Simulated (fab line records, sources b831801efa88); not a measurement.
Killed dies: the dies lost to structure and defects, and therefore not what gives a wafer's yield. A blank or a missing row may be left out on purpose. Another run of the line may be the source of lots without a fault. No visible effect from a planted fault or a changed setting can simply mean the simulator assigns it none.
fab line records | flow sky130
record lots=6 wafers=18 lastDay=50
route steps=708 shown VIA2@523 METAL3@532 CAPM@537 PAD_OPEN@708
lots with no fault: from the same line, run without faults
startH: the number of hours between the record's first day and the start of the first shown wafer of the lot | waitH: hours elapsed since this lot's preceding step | " same as the row above | L1.1+2: several wafers, shown together as one row | - either no value or no given start | * or withheld: withheld | < > ~ a bound
route shown NAME@n: NAME is a module with steps in the file, n the number in the route of the first one | usual: average and standard deviation across the fault-free wafers | same: alike in all rows | chamber/n: place in a boat | sites: readings site by site | _std_site: how widely they spread, as a standard deviation | _edge_site: the outer-site mean with the inner-site mean subtracted | radiusMm: how far each site lies from the wafer's centre | mask NAME#n: copy n | behind: tool/chamber where the wafer was last shaped | hold: why the lot went on hold/how many hours it stayed there/how the hold came to an end | device: which transistor (n, p or np) failed to switch | end of line: the same wafers' tests at the end of the route | step lacking rows: just its recipe | killed: dies lost to structure and defects at the first sort, not the wafer's yield | map: a wafer's dies, marking killed ones x, the rest . and places with no die _
set.NAME: the setting the step ran with; set.NAME@STEP: the setting that earlier step ran with | model.NAME: the simulator's own value behind a step, which no gauge read
lots at selected steps of the route; one table per step, one row per wafer
services: from which hour (startH, from the record's first day; less than 0 if before it) a tool's chamber was out of use, for how many hours, and why
## steps
# step SKY_VIA2_STRIP_16
# recipe chemistry=O2/N2 powerW=1400 pressureMtorr=1500 platenTempC=withheld o2FlowSccm=3000 n2FlowSccm=300 overashFraction=0.5
# step SKY_VIA2_STRIP_17
# recipe chemistry=postEtchResidueRemover timeS=1200 tempC=72.5
# step SKY_VIA2_CLEAN_18
# recipe chemistry=IPA timeS=180 tempC=25
# step SKY_VIA2_CLEAN_19
# recipe chemistry=O3/DIW dry=n2Spin
# step SKY_VIA2_SPUTTER_20
# recipe material=TiN targetThkNm=20 chamberPressurePa=5 powerW=4000 timeS=80
# step SKY_VIA2_CVD_21
# recipe material=W targetThkNm=420 timeS=126.4 tempC=400 pressureTorr=40
# usual heaterPowerW=878/29
# columns lot.wafer tool chamber startH waitH heaterPowerW
L729.3 cvdW-02 1 840.24 0.1 867
L729.4 " 0 " " 939
L729.5 " 0 " " 957
L733.2 cvdW-02 0 884.19 0.0 955
L733.5 " 0 " " 951
L733.6 " 1 " " 878
L737.2 cvdW-01 1 912.63 0.0 885
L737.5 " 0 " " 847
L737.6 " 1 " " 881
L745.1 cvdW-01 0 961.24 0.0 872
L745.3 " 0 " " 875
L745.6 " 1 " " 886
L747.1 cvdW-01 1 973.79 0.0 885
L747.2 " 0 " " 868
L747.3 " 0 " " 885
L750.1 cvdW-02 1 994.45 0.0 852
L750.2 " 0 " " 879
L750.3 " 0 " " 881
# step SKY_VIA2_RS_MEAS_22
# recipe thkMeasGauge=four-point-probe reads=W_of_VIA2_CVD_21+TiN_of_VIA2_SPUTTER_20
# usual VIA2_W_RS=0.267/0.0052
# columns lot.wafer tool chamber startH waitH VIA2_W_RS[ohm/sq]
L729.3 filmMetro-02 - 840.36 0.1 0.265
L729.4 " - " " 0.254
L729.5 " - " " 0.254
L733.2 filmMetro-02 - 884.39 0.2 0.263
L733.5 " - " " 0.261
L733.6 " - " " 0.270
L737.2 filmMetro-02 - 912.78 0.1 0.269
L737.5 " - " " 0.268
L737.6 " - " " 0.265
L745.1 filmMetro-03 - 961.37 0.1 0.269
L745.3 " - " " 0.270
L745.6 " - " " 0.270
L747.1 filmMetro-02 - 973.92 0.1 0.269
L747.2 " - " " 0.269
L747.3 " - " " 0.270
L750.1 filmMetro-03 - 994.58 0.1 0.275
L750.2 " - " " 0.267
L750.3 " - " " 0.261
# step SKY_VIA2_THK_MEAS_23
# recipe thkMeasGauge=xrf reads=W_of_VIA2_CVD_21
# usual VIA2_W_THK=424/9.8
# columns lot.wafer tool chamber startH waitH VIA2_W_THK[nm]
L729.3 filmMetro-02 - 840.46 0.1 418
L729.4 " - " " 438
L729.5 " - " " 435
L733.2 filmMetro-02 - 884.50 0.1 437
L733.5 " - " " 439
L733.6 " - " " 423
L737.2 filmMetro-02 - 912.89 0.1 421
L737.5 " - " " 420
L737.6 " - " " 424
L745.1 filmMetro-03 - 961.49 0.1 415
L745.3 " - " " 413
L745.6 " - " " 411
L747.1 filmMetro-02 - 974.04 0.1 424
L747.2 " - " " 426
L747.3 " - " " 420
L750.1 filmMetro-03 - 994.70 0.1 410
L750.2 " - " " 421
L750.3 " - " " 428
# step SKY_VIA2_CMP_24
# recipe stopOn=SiO2 tOverpolishS=20 downForcePsi=3.5 platenRpm=60 targetThkNm=0 padVelocityMS=0.94248
# usual motorCurrentA=10.9/1.6 overpolishRunS=20.000/0.0091 timeToEndpointS=104/4.8
# columns lot.wafer tool chamber startH waitH motorCurrentA overpolishRunS timeToEndpointS
L729.3 cmp-01 0 840.50 0.0 8.9 20.008 96
L729.4 " 3 " " 8.5 19.995 104
L729.5 " 0 " " 8.7 20.004 107
L733.2 cmp-01 2 884.60 0.1 11.8 19.992 96
L733.5 " 1 " " 11.3 19.999 101
L733.6 " 2 " " 12.4 19.999 94
L737.2 cmp-01 3 912.94 0.0 8.1 19.991 100
L737.6 " 3 " " 8.2 19.984 104
L737.5 " 0 " " 8.8 20.002 104
L745.3 cmp-01 0 961.55 0.0 9.0 19.993 108
L745.1 " 3 " " 8.6 19.995 106
L745.6 " 0 " " 8.8 20.003 103
L747.1 cmp-01 0 974.15 0.1 9.0 20.006 105
L747.3 " 1 " " 10.8 19.987 106
L747.2 " 2 " " 11.9 20.007 97
L750.3 cmp-02 0 994.76 0.0 11.1 19.986 108
L750.1 " 2 " " 12.4 19.997 100
L750.2 " 3 " " 12.2 20.016 102
# step SKY_METAL3_SPUTTER_00
# recipe material=Ti targetThkNm=15 powerW=3000 timeS=10 chamberPressurePa=0.4
# usual throttleValvePct=30.0/1
# columns lot.wafer tool chamber startH waitH throttleValvePct
L729.3 pvdSputter-02 - 840.80 0.2 30.2
L729.4 " - " " 31.0
L729.5 " - " " 30.1
L733.2 pvdSputter-01 - 884.85 0.2 30.3
L733.5 " - " " 29.3
L733.6 " - " " 30.2
L737.2 pvdSputter-04 - 913.24 0.2 29.3
L737.5 " - " " 31.6
L737.6 " - " " 29.3
L745.1 pvdSputter-04 - 961.85 0.1 29.3
L745.3 " - " " 28.8
L745.6 " - " " 28.9
L747.1 pvdSputter-04 - 974.40 0.2 29.5
L747.2 " - " " 31.9
L747.3 " - " " 28.7
L750.1 pvdSputter-02 - 995.06 0.1 30.1
L750.2 " - " " 28.3
L750.3 " - " " 31.0
# step SKY_METAL3_SPUTTER_01
# recipe material=TiN targetThkNm=20 powerW=6500 timeS=16.7 chamberPressurePa=0.4
# usual throttleValvePct=30.0/1
# columns lot.wafer tool chamber startH waitH throttleValvePct
L729.3 pvdSputter-02 - 840.83 0.0 30.1
L729.4 " - " " 31.1
L729.5 " - " " 30.0
L733.2 pvdSputter-01 - 884.88 0.0 30.2
L733.5 " - " " 29.5
L733.6 " - " " 30.7
L737.2 pvdSputter-04 - 913.27 0.0 29.5
L737.5 " - " " 31.8
L737.6 " - " " 29.1
L745.1 pvdSputter-04 - 961.87 0.0 29.1
L745.3 " - " " 29.0
L745.6 " - " " 28.9
L747.1 pvdSputter-04 - 974.42 0.0 29.6
L747.2 " - " " 31.5
L747.3 " - " " 28.8
L750.1 pvdSputter-02 - 995.08 0.0 29.8
L750.2 " - " " 28.5
L750.3 " - " " 31.0
# step SKY_METAL3_SPUTTER_02
# recipe material=AlCu targetThkNm=735 powerW=10600 timeS=39.1 chamberPressurePa=0.4
# step SKY_METAL3_SPUTTER_03
# recipe material=Ti targetThkNm=5 powerW=3000 timeS=3.3 chamberPressurePa=0.4
# usual throttleValvePct=30.0/1
# columns lot.wafer tool chamber startH waitH throttleValvePct
L729.3 pvdSputter-02 - 840.89 0.0 30.2
L729.4 " - " " 31.2
L729.5 " - " " 29.9
L733.2 pvdSputter-01 - 884.94 0.0 30.3
L733.5 " - " " 29.7
L733.6 " - " " 30.4
L737.2 pvdSputter-04 - 913.33 0.0 29.6
L737.5 " - " " 31.6
L737.6 " - " " 29.2
L745.1 pvdSputter-04 - 961.94 0.0 29.2
L745.3 " - " " 29.1
L745.6 " - " " 28.7
L747.1 pvdSputter-04 - 974.48 0.0 29.5
L747.2 " - " " 31.4
L747.3 " - " " 28.7
L750.1 pvdSputter-02 - 995.15 0.0 30.2
L750.2 " - " " 28.4
L750.3 " - " " 31.0
# step SKY_METAL3_SPUTTER_04
# recipe material=TiN targetThkNm=70 powerW=6500 timeS=58.3 chamberPressurePa=0.4
# step SKY_CAPM_CVD_00
# recipe material=SiO2 targetThkNm=15.5 tempC=400 timeS=withheld rfW=450
# step SKY_CAPM_THK_MEAS_01
# recipe reads=SiO2_of_CAPM_CVD_00
# usual CAPM_CVD_00_THK=15.46/0.21
# columns lot.wafer tool chamber startH waitH CAPM_CVD_00_THK[nm]
L729.3 filmMetro-04 - 841.00 - 15.34
L729.4 " - " " 15.28
L729.5 " - " " 15.50
L733.2 filmMetro-01 - 885.04 - 14.96
L733.5 " - " " 15.34
L733.6 " - " " 15.45
L737.2 filmMetro-04 - 913.43 - 15.54
L737.5 " - " " 15.62
L737.6 " - " " 15.59
L745.1 filmMetro-01 - 962.03 - 15.15
L745.3 " - " " 15.08
L745.6 " - " " 15.53
L747.1 filmMetro-04 - 974.58 - 15.17
L747.2 " - " " 15.08
L747.3 " - " " 15.58
L750.1 filmMetro-04 - 995.24 - 15.51
L750.2 " - " " 15.10
L750.3 " - " " 15.20
# step SKY_CAPM_SPUTTER_02
# recipe material=TiN targetThkNm=200 tempC=300 powerW=6500 timeS=166.7 chamberPressurePa=0.4
# step SKY_CAPM_RS_MEAS_03
# recipe thkMeasGauge=four-point-probe reads=TiN_of_CAPM_SPUTTER_02
# usual CAPM_TIN_RS=6.94/0.058
# columns lot.wafer tool chamber startH waitH CAPM_TIN_RS[ohm/sq]
L729.3 filmMetro-02 - 841.19 0.1 6.98
L729.4 " - " " 6.95
L729.5 " - " " 6.95
L733.2 filmMetro-01 - 885.22 0.1 6.87
L733.5 " - " " 6.88
L733.6 " - " " 6.88
L737.2 filmMetro-01 - 913.61 0.1 7.00
L737.5 " - " " 6.95
L737.6 " - " " 6.93
L745.1 filmMetro-04 - 962.20 0.1 6.97
L745.3 " - " " 7.04
L745.6 " - " " 6.99
L747.1 filmMetro-01 - 974.75 0.1 7.04
L747.2 " - " " 7.06
L747.3 " - " " 7.05
L750.1 filmMetro-04 - 995.41 0.1 6.88
L750.2 " - " " 6.96
L750.3 " - " " 6.88
# step SKY_CAPM_THK_MEAS_04
# recipe thkMeasGauge=xrf reads=TiN_of_CAPM_SPUTTER_02
# usual CAPM_TIN_THK=197.9/2.1
# columns lot.wafer tool chamber startH waitH CAPM_TIN_THK[nm]
L729.3 filmMetro-02 - 841.29 0.1 196.2
L729.4 " - " " 197.1
L729.5 " - " " 196.9
L733.2 filmMetro-01 - 885.33 0.1 200.3
L733.5 " - " " 199.8
L733.6 " - " " 200.2
L737.2 filmMetro-01 - 913.72 0.1 196.1
L737.5 " - " " 198.1
L737.6 " - " " 198.0
L745.1 filmMetro-04 - 962.32 0.1 195.1
L745.3 " - " " 193.0
L745.6 " - " " 195.0
L747.1 filmMetro-01 - 974.87 0.1 195.7
L747.2 " - " " 196.6
L747.3 " - " " 195.4
L750.1 filmMetro-04 - 995.53 0.1 197.5
L750.2 " - " " 195.9
L750.3 " - " " 199.1
# step SKY_CAPM_DEHYDRATE_05
# recipe tempC=200 timeS=60
# step SKY_CAPM_HMDS_06
# recipe primeTimeS=60 primeTempC=120
# step SKY_CAPM_COAT_07
# recipe resist=NOVOLAK spinRpm=3000 resistThkNm=1140
# step SKY_CAPM_SOFTBAKE_08
# recipe tempC=90 timeS=60 resist=NOVOLAK
# step SKY_CAPM_EXPOSE_09
# recipe maskId=CAPM na=0.6 sourceShape=conventional sigmaOuter=0.6 polarization=unpolarized targetCdNm=1000 doseMj=159
# step SKY_CAPM_PEB_10
# recipe tempC=withheld timeS=* resist=NOVOLAK
# step SKY_CAPM_DEVELOP_11
# recipe resist=NOVOLAK developer=TMAH developTimeS=60 devTempC=23
# step SKY_CAPM_OVL_MEAS_12
# usual CAPM_OVL=0.1/1.3
# columns lot.wafer tool chamber startH waitH CAPM_OVL[nm]
L729.3 overlay-01 - 867.33 0.1 0.8
L729.4 " - " " 1.1
L729.5 " - " " -1.8
L733.2 overlay-02 - 910.38 0.1 0.8
L733.5 " - " " 1.6
L733.6 " - " " 0.4
L737.2 overlay-01 - 938.19 0.1 0.8
L737.5 " - " " -0.1
L737.6 " - " " -0.4
L745.1 overlay-01 - 985.57 0.1 -0.3
L745.3 " - " " 0.9
L745.6 " - " " 2.3
L747.1 overlay-01 - 998.32 0.1 -0.7
L747.2 " - " " -0.7
L747.3 " - " " -0.9
L750.1 overlay-02 - 1018.23 0.1 -0.8
L750.2 " - " " 0.9
L750.3 " - " " 1.7
# step SKY_CAPM_METAL_ETCH_13
# recipe targetDepthNm=220 stopOn=SiO2 chemistry=Cl2/BCl3 target=TiN pressureMtorr=10 icpW=900 biasW=48.5 Cl2_flow_sccm=60 bcl3FlowSccm=30 timeS=62.9
# step SKY_CAPM_STRIP_14
# recipe chemistry=O2/N2 powerW=1400 pressureMtorr=1500 platenTempC=withheld o2FlowSccm=3000 n2FlowSccm=300 overashFraction=0.5
# usual drypumpMotorCurrentA=5.6/0.42 oesProductAu=0.710/0.005 stripTimeToEndpointS=12.66/0.036
# same overashFraction=0.5
# columns lot.wafer tool chamber startH waitH drypumpMotorCurrentA oesProductAu rfHoursCounterH stripTimeToEndpointS
L729.3 plasmaAsher-03 1 867.47 0.1 5.8 0.707 - 12.62
L729.4 " 0 " " 4.9 0.710 - 12.63
L729.5 " 1 " " 5.8 0.705 - 12.68
L733.2 plasmaAsher-03 0 910.51 0.1 4.9 0.718 107 12.66
L733.5 " 1 " " 5.8 0.708 - 12.72
L733.6 " 0 " " 4.9 0.713 - 12.68
L737.2 plasmaAsher-04 1 938.29 0.1 6.0 0.699 51 12.67
L737.5 " 1 " " 6.0 0.713 - 12.64
L737.6 " 0 " " 5.8 0.711 - 12.70
L745.1 plasmaAsher-02 1 985.69 0.1 5.8 0.711 89 12.66
L745.3 " 0 " " 5.7 0.721 - 12.59
L745.6 " 0 " " 5.7 0.708 - 12.60
L747.1 plasmaAsher-02 0 998.46 0.1 5.7 0.704 91 12.73
L747.2 " 1 " " 5.8 0.706 91 12.73
L747.3 " 0 " " 5.7 0.715 - 12.68
L750.1 plasmaAsher-04 0 1018.34 0.1 5.8 0.701 59 12.66
L750.2 " 1 " " 6.0 0.704 59 12.66
L750.3 " 1 " " 6.0 0.716 - 12.69
# step SKY_CAPM_STRIP_15
# recipe chemistry=postEtchResidueRemover timeS=1200 tempC=72.5
# step SKY_CAPM_CLEAN_16
# recipe chemistry=IPA timeS=180 tempC=25
# step SKY_CAPM_CLEAN_17
# recipe chemistry=O3/DIW dry=n2Spin
# step SKY_METAL3_DEHYDRATE_05
# recipe tempC=200 timeS=60
# step SKY_METAL3_HMDS_06
# recipe primeTimeS=60 primeTempC=120
# step SKY_METAL3_COAT_07
# recipe resist=BARC tempC=withheld timeS=withheld spinRpm=3000 resistThkNm=60
# step SKY_METAL3_COAT_08
# recipe resist=KrF-thick spinRpm=3000 resistThkNm=1140
# step SKY_METAL3_SOFTBAKE_09
# recipe tempC=100 timeS=90 resist=KrF-thick
# step SKY_METAL3_EXPOSE_10
# recipe maskId=MM3 na=0.68 sourceShape=annular sigmaInner=0.4 sigmaOuter=0.8 targetCdNm=300 doseMj=28
# step SKY_METAL3_PEB_11
# recipe pebTempC=withheld pebTimeS=withheld resist=KrF-thick
# step SKY_METAL3_DEVELOP_12
# recipe developTimeS=60 resist=KrF-thick devTempC=21
# step SKY_METAL3_CD_MEAS_13
# recipe targetCdNm=300
# usual cdNm=300.2/1.3
# columns lot.wafer tool chamber startH waitH cdNm
L729.3 cdSem-01 - 893.97 - 298.5
L729.4 " - " " 300.0
L729.5 " - " " 300.1
L733.2 cdSem-02 - 935.79 - 297.2
L733.5 " - " " 297.2
L733.6 " - " " 298.7
L737.2 cdSem-02 - 963.39 - 302.1
L737.5 " - " " 300.9
L737.6 " - " " 301.7
L745.1 cdSem-01 - 1008.88 - 303.1
L745.3 " - " " 301.3
L745.6 " - " " 303.1
L747.1 cdSem-01 - 1021.92 - 301.4
L747.2 " - " " 299.6
L747.3 " - " " 299.9
L750.1 cdSem-01 - 1041.47 - 299.4
L750.2 " - " " 300.6
L750.3 " - " " 300.9
# step SKY_METAL3_OVL_MEAS_14
# usual METAL3_OVL=-1/5.7
# columns lot.wafer tool chamber startH waitH METAL3_OVL[nm]
L729.3 overlay-02 - 894.06 0.1 -3
L729.4 " - " " -1
L729.5 " - " " 0
L733.2 overlay-01 - 935.90 0.1 7
L733.5 " - " " 7
L733.6 " - " " 1
L737.2 overlay-02 - 963.50 0.1 -7
L737.5 " - " " -7
L737.6 " - " " -2
L745.1 overlay-01 - 1009.00 0.1 -8
L745.3 " - " " -5
L745.6 " - " " -8
L747.1 overlay-01 - 1022.04 0.1 -2
L747.2 " - " " -2
L747.3 " - " " 11
L750.1 overlay-02 - 1041.59 0.1 -5
L750.2 " - " " -7
L750.3 " - " " -9
# step SKY_PAD_OPEN_PROBE_99
# usual defectLimitedYield=82.4/2.2 killed_at_M0_to_M3=44/7.7 killed_at_M4_up=3.2/1.7 killedAtContacts=24/5.3 killedAtFrontEnd=15/4.3 killedAtOther=0.3/0.57 killedDies=87/11 killedOpen=47/7.4 killedShort=40/6.5 sort_bin_3_pad_short=0.8/0.4 sort_bin_5_function=10.5/1.6 sort_bin_6_memory=6.3/1.2 sortNPass=405/11 sortYieldPct=82.4/2.2
# same grossDies=492 killedAtBackSide=0 sort_bin_4_leakage[%]=0 sort_bin_8_speed[%]=0
# columns lot.wafer tool chamber startH waitH hold defectLimitedYield[%] killed_at_M0_to_M3 killed_at_M4_up killedAtContacts killedAtFrontEnd killedAtOther killedDies killedOpen killedShort sort_bin_3_pad_short[%] sort_bin_5_function[%] sort_bin_6_memory[%] sortNPass sortYieldPct[%] model.etest.tester.sortNPass model.etest.tester.sortYieldPct model.etest.tester.sort_bin_5_pct model.etest.tester.sort_bin_3_pct
L729.3 prober-02 - 1068.75 0.2 - 82.7 43 3 24 14 1 85 48 37 1.6 9.8 5.9 407 82.7 407 82.72 9.756 1.626
L729.4 prober-02 - 1068.80 0.2 - 83.5 45 4 22 10 0 81 45 36 0.8 10.4 5.3 411 83.5 411 83.54 10.37 0.813
L729.5 prober-02 - 1068.85 0.2 - 81.1 47 6 25 14 1 93 46 47 1.4 12.4 5.1 399 81.1 399 81.1 12.4 1.423
L737.2 prober-02 - 1123.25 0.1 - 85.0 38 1 20 14 1 74 38 36 1.0 9.3 4.7 418 85.0 418 84.96 9.35 1.016
L737.5 prober-02 - 1123.40 0.2 - 85.2 44 1 18 10 0 73 43 30 0.6 8.9 5.3 419 85.2 419 85.16 8.943 0.6098
L737.6 prober-02 - 1123.45 0.2 - 85.8 42 2 17 9 0 70 41 29 0.2 9.8 4.3 422 85.8 422 85.77 9.756 0.2033
L745.1 prober-01 - 1162.68 0.1 awaitDispo/7.3h/release 81.5 61 3 10 17 0 91 39 35 1.6 11.0 5.9 401 81.5 401 81.5 10.98 1.626
L745.3 prober-01 - 1162.78 0.2 awaitDispo/7.3h/release 71.7 102 2 21 14 0 139 37 49 4.3 17.9 6.1 353 71.7 353 71.75 17.89 4.268
L745.6 prober-01 - 1162.93 0.2 awaitDispo/7.3h/release 67.5 103 8 26 23 0 160 50 61 2.4 20.9 9.1 332 67.5 332 67.48 20.93 2.439
L747.1 prober-02 - 1172.10 0.1 awaitDispo/2.5h/release 75.8 83 3 18 13 2 119 46 44 2.2 12.4 9.6 373 75.8 373 75.81 12.4 2.236
L747.2 prober-02 - 1172.15 0.1 awaitDispo/2.5h/release 77.6 63 7 20 20 0 110 43 42 2.2 13.0 7.1 382 77.6 382 77.64 13.01 2.236
L747.3 prober-02 - 1172.20 0.2 awaitDispo/2.5h/release 71.3 102 2 22 15 0 141 50 37 1.8 19.1 7.7 351 71.3 351 71.34 19.11 1.829
L750.1 prober-01 - 1187.97 0.1 - 82.5 43 2 27 14 0 86 52 33 1.0 10.2 6.3 406 82.5 406 82.52 10.16 1.016
L750.2 prober-01 - 1188.02 0.1 - 87.2 35 0 17 11 0 63 31 31 0.6 6.3 5.9 429 87.2 429 87.2 6.301 0.6098
L750.3 prober-01 - 1188.07 0.2 - 85.8 35 3 16 16 0 70 39 30 0.6 7.9 5.7 422 85.8 422 85.77 7.927 0.6098
# killed by level:class
L729.3 CONTACT:geometricParticle:open=13 VIA1:geometricParticle:open=12 VIA1:geometricParticle:short=10 VIA2:geometricParticle:open=7 POLY_GATE:geometricParticle:open=5 CONTACT:geometricParticle:short=5 FIELD_ISO:geometricParticle:open=4 FIELD_ISO:geometricParticle:short=3
L729.4 LI_CONTACT:geometricParticle:open=10 VIA1:geometricParticle:open=10 VIA3:geometricParticle:open=7 VIA1:geometricParticle:short=5 POLY_GATE:geometricParticle:open=4 VIA2:geometricParticle:open=4 LI_CONTACT:geometricParticle:short=4 CONTACT:geometricParticle:open=4
L729.5 VIA1:geometricParticle:open=15 LI_CONTACT:geometricParticle:open=8 VIA1:geometricParticle:short=8 CONTACT:geometricParticle:open=6 VIA2:geometricParticle:open=6 METAL4:geometricParticle:short=6 POLY_GATE:geometricParticle:short=5 METAL1:geometricParticle:short=5
L737.2 VIA1:geometricParticle:open=8 LI_CONTACT:geometricParticle:open=7 CONTACT:geometricParticle:open=7 METAL2:geometricParticle:short=6 METAL1:geometricParticle:short=5 FIELD_ISO:geometricParticle:short=4 FIELD_ISO:geometricParticle:open=4 VIA3:geometricParticle:open=4
L737.5 VIA2:geometricParticle:open=11 VIA1:geometricParticle:open=9 LI_CONTACT:geometricParticle:open=6 CONTACT:geometricParticle:open=6 VIA1:geometricParticle:short=6 METAL2:geometricParticle:short=4 METAL1:geometricParticle:short=4 LOCAL_INTERCONNECT:geometricParticle:short=3
L737.6 VIA1:geometricParticle:open=9 CONTACT:geometricParticle:short=7 VIA3:geometricParticle:open=7 VIA2:geometricParticle:open=7 VIA1:geometricParticle:short=6 FIELD_ISO:geometricParticle:open=4 LI_CONTACT:geometricParticle:open=4 CONTACT:geometricParticle:open=4
L745.1 METAL3:unspecified=17 VIA1:geometricParticle:open=11 VIA1:geometricParticle:short=7 CONTACT:geometricParticle:open=6 METAL2:geometricParticle:short=6 VIA2:geometricParticle:open=5 METAL1:geometricParticle:short=5 POLY_GATE:geometricParticle:open=4
L745.3 METAL3:unspecified=53 METAL2:geometricParticle:short=10 VIA3:geometricParticle:open=10 CONTACT:geometricParticle:open=8 VIA1:geometricParticle:short=7 LI_CONTACT:geometricParticle:open=6 VIA1:geometricParticle:open=5 VIA3:geometricParticle:short=5
L745.6 METAL3:unspecified=48 METAL1:geometricParticle:short=11 LI_CONTACT:geometricParticle:open=10 VIA1:geometricParticle:open=10 METAL2:geometricParticle:short=7 FIELD_ISO:geometricParticle:short=6 METAL4:geometricParticle:short=6 FIELD_ISO:geometricParticle:open=5
L747.1 METAL3:unspecified=29 VIA1:geometricParticle:open=16 METAL2:geometricParticle:short=8 VIA2:geometricParticle:open=8 VIA3:geometricParticle:short=6 LI_CONTACT:geometricParticle:open=5 LI_CONTACT:geometricParticle:short=4 CONTACT:geometricParticle:open=4
L747.2 METAL3:unspecified=25 VIA1:geometricParticle:open=9 CONTACT:geometricParticle:open=7 FIELD_ISO:geometricParticle:open=6 METAL4:geometricParticle:short=6 FIELD_ISO:geometricParticle:short=5 POLY_GATE:geometricParticle:open=5 CONTACT:geometricParticle:short=5
L747.3 METAL3:unspecified=54 VIA1:geometricParticle:open=10 LOCAL_INTERCONNECT:geometricParticle:short=8 VIA2:geometricParticle:open=8 METAL1:geometricParticle:short=7 VIA3:geometricParticle:open=7 LI_CONTACT:geometricParticle:open=5 METAL1:geometricParticle:open=5
L750.1 VIA1:geometricParticle:open=14 LI_CONTACT:geometricParticle:open=12 VIA2:geometricParticle:open=7 LOCAL_INTERCONNECT:geometricParticle:short=5 METAL1:geometricParticle:short=5 CONTACT:geometricParticle:open=4 VIA3:geometricParticle:open=4 POLY_GATE:geometricParticle:open=3
L750.2 VIA3:geometricParticle:open=7 FIELD_ISO:geometricParticle:short=6 CONTACT:geometricParticle:short=5 CONTACT:geometricParticle:open=5 VIA1:geometricParticle:open=5 VIA2:geometricParticle:open=5 POLY_GATE:geometricParticle:open=4 LI_CONTACT:geometricParticle:open=4
L750.3 VIA1:geometricParticle:open=9 LI_CONTACT:geometricParticle:open=7 METAL1:geometricParticle:short=6 FIELD_ISO:geometricParticle:short=5 POLY_GATE:geometricParticle:open=5 VIA2:geometricParticle:open=5 VIA3:geometricParticle:open=5 CONTACT:geometricParticle:short=4
# map L745.6 (x killed, . not)
__________.........._________
________x.x...x..xx..._______
______........x......x.._____
_____xx.......x..........____
____x...xxx......x........___
___..................xx....__
__x.x.x........x...x....x..x_
_...x.......xx..xx........x.x
_.x........x.xxxxxxxx.....xxx
_......x.xx..xxxxxxxxx....x.x
_...x......xxxxxxxxx.xxx...x.
_.x....xx.x.xxxxxxxxx...xx...
_x.xx....x.xx..xxxxxxx...x...
_xx........xxxxxxx.x.xx......
_.....x......xx.xxx.xx.....x.
__...xx.x...xx.......x.xxx.x_
___xxx....xx.x..x.....x....__
____xx.......xx.....x.....___
_____.........x.xxx......____
______.x..xx..xx........_____
________..x....x.x...._______
__________...x.xx..._________
# map L747.3 (x killed, . not)
__________......x..._________
________.x............_______
______.................x_____
_____....xx....xx........____
____.......x.........x.x..___
___x.....xx....x.xx.x......__
__..x....x...xx..x....x...x._
_........x.x.x.xxxxx...xx....
_........x...xxxxxxxxx.......
_............xxxxxxx.x..x..x.
_.x....xxxx..xxxxxxx.xx..x...
_......x...x.xxxxxxxxxx......
_.......x...xxxxxxxxx...x....
_.x......x.xxxxxxxxxx.....x..
_..x....xx...x..x.xx........x
__xx.......xxxx..........x.._
___...x.x.......x..x.......__
____.........x..x..x......___
_____..........x.x...xx..____
______...xx........x...._____
________x.x.x......x.x_______
__________....xx...._________
## services
# columns tool chamber startH hours kind
cmp-02 - 820.43 0.6 repair
pvdSputter-04 - 823.10 12.2 repair
cmp-01 - 823.54 1.1 repair
cmp-02 - 832.52 1.5 repair
cvdW-02 0 845.29 35.8 repair
cmp-01 - 859.08 4.2 pm
plasmaAsher-04 - 862.59 1.2 repair
cmp-01 - 871.35 0.6 repair
plasmaAsher-04 - 896.03 11.7 repair
cvdW-02 - 904.00 14.0 pm
pvdSputter-01 - 910.95 37.5 repair
cmp-01 - 911.32 1.0 repair
plasmaAsher-02 - 916.68 2.8 pm
cmp-01 - 916.91 4.0 pm
cmp-01 - 924.28 0.3 repair
pvdSputter-04 - 925.88 7.3 repair
pvdSputter-02 - 945.25 1.4 repair
plasmaAsher-04 - 951.16 5.2 repair
pvdSputter-01 - 951.27 4.6 repair
pvdSputter-02 - 954.11 7.1 repair
plasmaAsher-04 - 957.84 2.2 repair
pvdSputter-04 - 1010.93 0.6 repair
pvdSputter-01 - 1011.51 0.9 repair
pvdSputter-01 - 1013.53 1.3 repair
## key
firstSign step=SKY_PAD_OPEN_PROBE_99 reading=killed_at_M0_to_M3 direction=up sigmas=5.3 usual=44 struck=86 wafersMoved=5
effect step=SKY_PAD_OPEN_PROBE_99 reading=sort_bin_3_pad_short direction=up sigmas=4 usual=0.8 struck=2.4
modelEffect step=SKY_PAD_OPEN_PROBE_99 value=etest.tester.sortNPass without=399.3 struck=365.3
metAt SKY_METAL3_SPUTTER_03
struckWafers L745.1,L745.3,L745.6,L747.1,L747.2,L747.3
onsetBetween 913.33 961.94
alsoFits SKY_VIA2_CVD_21:cvdW-01,SKY_VIA2_CMP_24:cmp-01,SKY_METAL3_SPUTTER_00:pvdSputter-04,SKY_METAL3_SPUTTER_01:pvdSputter-04
fault kind=chamberParticleSource tool=pvdSputter-04 chamber=- onsetH=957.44 steps=SKY_METAL3_SPUTTER_03 ratePerVisitCm2=0.76539 endH=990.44
